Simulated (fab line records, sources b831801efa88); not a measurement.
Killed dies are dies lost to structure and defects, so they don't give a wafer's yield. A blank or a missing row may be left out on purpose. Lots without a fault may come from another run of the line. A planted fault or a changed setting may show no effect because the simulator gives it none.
Which tool did it? | flow sky130 | 11 lots, 33 wafers sampled, at 3 steps of a route of 708

WHAT THE GAUGES READ, wafer by wafer
SKY_CAPM_THK_MEAS_01.
lot  | measured     | on            | CAPM_CVD_00_THK (nm)
L911 | day 38 04:38 | film_metro-01 | 15.33 15.32 15.41
L910 | day 38 05:20 | film_metro-01 | 15.18 15.37 15.04
L909 | day 38 05:33 | film_metro-01 | 15.29 15.30 15.57
L913 | day 38 05:56 | film_metro-04 | 15.44 15.36 15.78
L914 | day 38 06:13 | film_metro-04 | 15.22 15.26 15.55
L919 | day 40 08:56 | film_metro-04 | 15.57 15.28 15.80
L922 | day 40 09:51 | film_metro-01 | 15.41 15.55 15.72
L926 | day 41 11:43 | film_metro-04 | 14.94 15.17 15.33
L928 | day 42 07:42 | film_metro-02 | 15.09 15.15 15.45
L930 | day 42 16:31 | film_metro-04 | 15.21 15.68 15.71
L929 | day 42 17:49 | film_metro-04 | 15.57 15.97 15.87

WHICH TOOL RAN EACH LOT (tool, then ch and the chambers of the sampled wafers, then the start)
lot  | SKY_METAL3_SPUTTER_01        | SKY_METAL3_SPUTTER_02
L911 | pvd_sputter-04, day 38 04:28 | pvd_sputter-04, day 38 04:29
L910 | pvd_sputter-02, day 38 05:11 | pvd_sputter-02, day 38 05:13
L909 | pvd_sputter-04, day 38 05:24 | pvd_sputter-04, day 38 05:25
L913 | pvd_sputter-03, day 38 05:46 | pvd_sputter-03, day 38 05:47
L914 | pvd_sputter-04, day 38 06:04 | pvd_sputter-04, day 38 06:05
L919 | pvd_sputter-04, day 40 08:47 | pvd_sputter-04, day 40 08:48
L922 | pvd_sputter-04, day 40 09:41 | pvd_sputter-04, day 40 09:42
L926 | pvd_sputter-02, day 41 11:32 | pvd_sputter-02, day 41 11:34
L928 | pvd_sputter-02, day 42 07:33 | pvd_sputter-02, day 42 07:34
L930 | pvd_sputter-02, day 42 16:21 | pvd_sputter-02, day 42 16:22
L929 | pvd_sputter-03, day 42 17:40 | pvd_sputter-03, day 42 17:41
- SKY_METAL3_SPUTTER_01: material TiN, target thk 20 nm, time 16.7 s.
- SKY_METAL3_SPUTTER_02: material AlCu, target thk 735 nm, time 39.1 s.

WHAT THE TOOLS THEMSELVES READ (means of the sampled wafers that have a number; where no wafer has one, the mark that the record gives instead)
SKY_METAL3_SPUTTER_01.
lot  | tool           | throttle_valve_pct (%)
L911 | pvd_sputter-04 | 29.9
L910 | pvd_sputter-02 | 30.2
L909 | pvd_sputter-04 | 30.5
L913 | pvd_sputter-03 | 29.0
L914 | pvd_sputter-04 | 29.2
L919 | pvd_sputter-04 | 31.0
L922 | pvd_sputter-04 | 30.1
L926 | pvd_sputter-02 | 30.4
L928 | pvd_sputter-02 | 30.6
L930 | pvd_sputter-02 | 31.0
L929 | pvd_sputter-03 | 29.7

SKY_METAL3_SPUTTER_02.
lot  | tool           | throttle_valve_pct (%)
L911 | pvd_sputter-04 | 29.8
L910 | pvd_sputter-02 | 30.1
L909 | pvd_sputter-04 | 30.4
L913 | pvd_sputter-03 | 29.0
L914 | pvd_sputter-04 | 29.2
L919 | pvd_sputter-04 | 31.0
L922 | pvd_sputter-04 | 30.4
L926 | pvd_sputter-02 | 30.1
L928 | pvd_sputter-02 | 30.6
L930 | pvd_sputter-02 | 30.8
L929 | pvd_sputter-03 | 29.7

THE ANSWER, worked out from the rows above alone
Rule: what is usual is taken from the lots themselves. Put in order of their means at a reading, lots are off if they are a third of the lots or fewer, leave a main group of 4 or more, and stand apart from it by a gap of 3 or more times the standard deviation of the main group's means; of several such gaps the widest counts. A main group whose means are all the same, to the digits that the tables above print for the reading, isn't used. A lot without any number at a reading at which 4 lots or more have one is off too. The other lots that the step has rows for count as sound. The gauges are gone through in route order, then the tools' own readings, and for those a lot's mean is taken as printed above. The first step at which some lot is off is used, and at that step the reading that is off furthest; a lot without a number counts as furthest.
No lot is off at any reading shown: from this, nothing can be told.

WHAT THE SIMULATOR HAD PUT IN
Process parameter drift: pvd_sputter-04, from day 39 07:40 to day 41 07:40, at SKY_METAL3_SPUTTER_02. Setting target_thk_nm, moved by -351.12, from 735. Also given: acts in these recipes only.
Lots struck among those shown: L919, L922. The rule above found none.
